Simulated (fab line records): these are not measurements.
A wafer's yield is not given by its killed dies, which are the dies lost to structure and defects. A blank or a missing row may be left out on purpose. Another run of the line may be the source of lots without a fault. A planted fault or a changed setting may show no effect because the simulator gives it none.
Matching of chambers    flow gf180mcu    rieDiel-04 running GF_V4_ETCH_16: 4 sister chambers
The step etches BARC in N2/H2. 8 wafers are shown with their chamber, then 10 later ones without.

## WAFERS, EACH WITH ITS CHAMBER
wafer   chamber  oesProductAu (a.u.)  rfFwdPowerW (W)
L079.4  0        0.853                494.7
L080.6  0        0.851                492.5
L082.4  1        0.852                495.8
L091.1  3        0.854                496.4
L091.4  2        0.855                493.6
L091.6  1        0.851                496.7
L092.2  2        0.851                495.5
L092.4  3        0.856                493.5

## WAFERS WHOSE CHAMBER IS MISSING
wafer   oesProductAu (a.u.)  rfFwdPowerW (W)
L092.5  0.848                494.1
L093.1  0.858                495.4
L093.2  0.850                495.4
L093.5  0.854                497.9
L096.1  0.854                496.4
L096.5  0.856                493.0
L096.6  0.855                497.1
L097.2  0.854                495.7
L097.4  0.855                493.3
L097.6  0.859                493.5

## WHICH CHAMBER EACH WENT THROUGH
wafer   from the rows above                in truth
L092.5  can't be placed: 0 or 1 or 2 or 3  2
L093.1  can't be placed: 3 or 2 or 0 or 1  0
L093.2  can't be placed: 1 or 0 or 2 or 3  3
L093.5  can't be placed: 1 or 3 or 2 or 0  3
L096.1  can't be placed: 3 or 2 or 1 or 0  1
L096.5  can't be placed: 3 or 2 or 0 or 1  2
L096.6  can't be placed: 3 or 2 or 1 or 0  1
L097.2  can't be placed: 3 or 2 or 1 or 0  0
L097.4  can't be placed: 3 or 2 or 0 or 1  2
L097.6  can't be placed: 3 or 2 or 0       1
Placed correctly: 0 of 10. From these rows, 10 cannot be placed; in 9 the true chamber is one of the candidates. Placed wrongly: 0.
How it was worked out, from the rows above alone: a wafer's distance from a chamber is the root of the sum, over the readings, of the square of ((its reading less the chamber's mean) divided by the reading's scatter). The wafer belongs to the nearest chamber; if the next one is less than 2 further off, it can't be placed. The mean given for a chamber averages the wafers shown for that chamber. How the scatter is found: for the shown wafers, subtract from each reading the mean of its chamber, square and add these, divide the total by (wafers less chambers), then take the root.
